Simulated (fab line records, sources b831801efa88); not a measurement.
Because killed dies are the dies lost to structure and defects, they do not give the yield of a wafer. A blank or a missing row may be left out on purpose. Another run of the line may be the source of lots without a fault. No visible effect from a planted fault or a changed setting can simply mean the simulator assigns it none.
The tool behind it: which one?    flow gf180mcu    12 lots, 36 wafers sampled, at 7 steps of a route of 602

## WHAT EACH GAUGE READ, for each wafer
GF_NSD_TW_MEAS_12.
lot   measured      on             NSD_TW
L129  day 13 03:10  film-metro-04  4296 4265 4310
L133  day 14 14:28  film-metro-02  4174 4173 4171
L136  day 15 15:17  film-metro-04  4281 4272 4300
L141  day 17 09:02  film-metro-02  4179 4168 4176
L142  day 18 02:47  film-metro-04  4234 4230 4215
L143  day 18 10:51  film-metro-04  4222 4240 4214
L144  day 19 02:04  film-metro-02  4197 4192 4197
L145  day 19 07:59  film-metro-01  4291 4274 4288
L147  day 19 20:51  film-metro-01  4259 4281 4316
L149  day 20 07:02  film-metro-04  4252 4238 4246
L150  day 20 23:26  film-metro-04  4242 4250 4227
L152  day 21 10:28  film-metro-01  4261 4309 4282

GF_PSD_TW_MEAS_11.
lot   measured      on             PSD_TW
L129  day 14 00:02  film-metro-04  3188 3197 3203
L133  day 15 12:20  film-metro-01  3445 3450 3444
L136  day 16 14:06  film-metro-02  3402 3416 3407
L141  day 18 08:25  film-metro-01  3201 3207 3202
L142  day 19 03:11  film-metro-04  3196 3215 3202
L143  day 19 11:54  film-metro-02  3130 3113 3113
L144  day 20 02:30  film-metro-02  3157 3144 3146
L145  day 20 08:22  film-metro-01  3209 3201 3230
L147  day 20 21:02  film-metro-02  3136 3152 3160
L149  day 21 07:20  film-metro-01  3212 3226 3206
L150  day 21 23:30  film-metro-01  3196 3218 3208
L152  day 22 10:31  film-metro-02  3139 3130 3132

GF_PSD_RS_MEAS_15: uses a four-point probe to measure.
lot   measured      on             PSD_RS (ohm/sq)
L129  day 14 00:22  film-metro-01  108.58 108.75 108.35
L133  day 15 12:42  film-metro-04  97.60 97.63 97.79
L136  day 16 14:25  film-metro-04  97.64 97.71 97.68
L141  day 18 08:44  film-metro-04  108.42 108.72 108.66
L142  day 19 03:30  film-metro-02  108.51 108.36 108.41
L143  day 19 12:13  film-metro-01  108.53 108.51 108.29
L144  day 20 02:49  film-metro-04  108.56 108.72 108.68
L145  day 20 08:41  film-metro-02  108.46 108.38 108.19
L147  day 20 21:22  film-metro-04  108.54 108.38 108.60
L149  day 21 07:43  film-metro-04  108.45 108.69 108.61
L150  day 21 23:49  film-metro-02  109.26 108.85 108.60
L152  day 22 10:55  film-metro-04  108.80 108.74 108.73

GF_SAB_THK_MEAS_01.
lot   measured      on             SAB_CVD_00_THK (nm)
L129  day 14 00:29  film-metro-04  50.8 49.6 50.6
L133  day 15 12:50  film-metro-03  48.7 50.5 49.8
L136  day 16 14:33  film-metro-01  49.8 49.7 50.7
L141  day 18 08:52  film-metro-03  49.3 50.0 49.7
L142  day 19 03:38  film-metro-03  50.4 50.3 50.8
L143  day 19 12:21  film-metro-03  49.2 49.1 50.0
L144  day 20 02:58  film-metro-03  49.5 50.3 50.5
L145  day 20 08:49  film-metro-03  50.3 49.4 50.1
L147  day 20 21:29  film-metro-01  50.1 50.8 50.9
L149  day 21 07:51  film-metro-03  50.2 49.9 49.6
L150  day 21 23:57  film-metro-04  50.9 50.4 50.7
L152  day 22 11:03  film-metro-01  49.5 50.0 50.0

GF_SAB_OVL_MEAS_10.
lot   measured      on          SAB_OVL (nm)
L129  day 14 21:02  overlay-01  -4.5 -3.0 -2.1
L133  day 16 10:21  overlay-02  -3.4 -1.7 -1.1
L136  day 17 12:58  overlay-02  -2.8 -2.1 -1.1
L141  day 19 08:26  overlay-01  -2.1 0.1 -1.5
L142  day 20 03:28  overlay-02  -0.8 0.3 -1.4
L143  day 20 12:38  overlay-01  0.9 2.2 1.5
L144  day 21 02:31  overlay-01  -0.4 -0.9 0.3
L145  day 21 08:27  overlay-02  -2.1 -2.9 -2.0
L147  day 21 20:58  overlay-02  -0.2 0.2 0.7
L149  day 22 07:44  overlay-02  0.9 -0.9 -0.7
L150  day 22 23:20  overlay-01  -1.0 -2.4 -1.7
L152  day 23 09:20  overlay-02  0.3 -0.7 -1.9

## EACH LOT AND THE TOOL THAT RAN IT (in order: tool; ch and the chambers of the sampled wafers; start)
lot   GF_PSD_IMPLANT_09                GF_PSD_STRIP_10
L129  implanter-01 ch 0, day 13 23:49  plasma-asher-01 ch 1, day 13 23:56
L133  implanter-03 ch 0, day 15 12:06  plasma-asher-01 ch 0,1, day 15 12:13
L136  implanter-03 ch 0, day 16 13:51  plasma-asher-01 ch 0,1, day 16 14:00
L141  implanter-02 ch 0, day 18 08:11  plasma-asher-04 ch 1, day 18 08:18
L142  implanter-03 ch 0, day 19 02:56  plasma-asher-04 ch 1, day 19 03:04
L143  implanter-01 ch 0, day 19 11:39  plasma-asher-01 ch 0,1, day 19 11:48
L144  implanter-03 ch 0, day 20 02:15  plasma-asher-02 ch 0,1, day 20 02:24
L145  implanter-03 ch 0, day 20 08:08  plasma-asher-01 ch 0,1, day 20 08:15
L147  implanter-03 ch 0, day 20 20:49  plasma-asher-02 ch 0,1, day 20 20:57
L149  implanter-02 ch 0, day 21 07:07  plasma-asher-02 ch 0,1, day 21 07:15
L150  implanter-03 ch 0, day 21 23:15  plasma-asher-01 ch 0,1, day 21 23:24
L152  implanter-03 ch 0, day 22 10:16  plasma-asher-04 ch 0,1, day 22 10:25
- GF_PSD_IMPLANT_09
- GF_PSD_STRIP_10: strips in O2/N2.

## WHAT THE TOOLS THEMSELVES READ (means of the sampled wafers that have a number; where no wafer has one, the mark that the record gives instead)
GF_PSD_IMPLANT_09.
lot   tool          beam-energy-keV
L129  implanter-01  40.002
L133  implanter-03  53.245
L136  implanter-03  53.259
L141  implanter-02  39.981
L142  implanter-03  40.005
L143  implanter-01  39.999
L144  implanter-03  40.005
L145  implanter-03  40.005
L147  implanter-03  39.997
L149  implanter-02  40.010
L150  implanter-03  39.978
L152  implanter-03  39.991

GF_PSD_STRIP_10.
lot   tool             drypump-motor-current-A (A)  heater-power-w (W)  oes-product-au (a.u.)  strip-time-to-endpoint-s (s)
L129  plasma-asher-01  5.9                          326                 0.595                  16.53
L133  plasma-asher-01  5.5                          320                 0.561                  17.75
L136  plasma-asher-01  5.7                          323                 0.568                  17.80
L141  plasma-asher-04  5.4                          335                 0.593                  16.54
L142  plasma-asher-04  5.4                          334                 0.595                  16.47
L143  plasma-asher-01  5.4                          319                 0.593                  16.53
L144  plasma-asher-02  5.4                          342                 0.588                  16.56
L145  plasma-asher-01  5.5                          317                 0.590                  16.51
L147  plasma-asher-02  5.4                          342                 0.591                  16.56
L149  plasma-asher-02  5.6                          348                 0.592                  16.55
L150  plasma-asher-01  5.7                          327                 0.592                  16.57
L152  plasma-asher-04  5.4                          323                 0.594                  16.49

## THE ANSWER, worked out from the rows above alone
Rule: what is usual is taken from the lots themselves. The widest of any qualifying gaps counts: lots, ordered by their means at a reading, are off when they make up no more than a third of the lots, leave a main group of 4 or more, and stand apart from it by 3 or more times the standard deviation of that group's means. A main group whose means are all the same, to the digits that the tables above print for the reading, isn't used. A lot without any number at a reading at which 4 lots or more have one is off too. The other lots that the step has rows for count as sound. First the gauges in route order, then the tools' own readings, where a lot's mean is used as printed above. At the first step where some lot is off, the reading lying furthest off is the one used; lots without a number count as furthest.
Off: L133, L136, at GF_PSD_TW_MEAS_11 (PSD_TW). The main group has a mean of 3179 with a standard deviation of 35.
A tool fits if, at a process step before that reading, it ran every lot that is off, and no sound lot after the first of them. The gauges at GF_PSD_TW_MEAS_11 aren't tried: what is off there is off at GF_PSD_RS_MEAS_15 too, on other tools, and a gauge's error can't cause that. Of those tried, none fits.

## WHAT THE SIMULATOR HAD INSERTED
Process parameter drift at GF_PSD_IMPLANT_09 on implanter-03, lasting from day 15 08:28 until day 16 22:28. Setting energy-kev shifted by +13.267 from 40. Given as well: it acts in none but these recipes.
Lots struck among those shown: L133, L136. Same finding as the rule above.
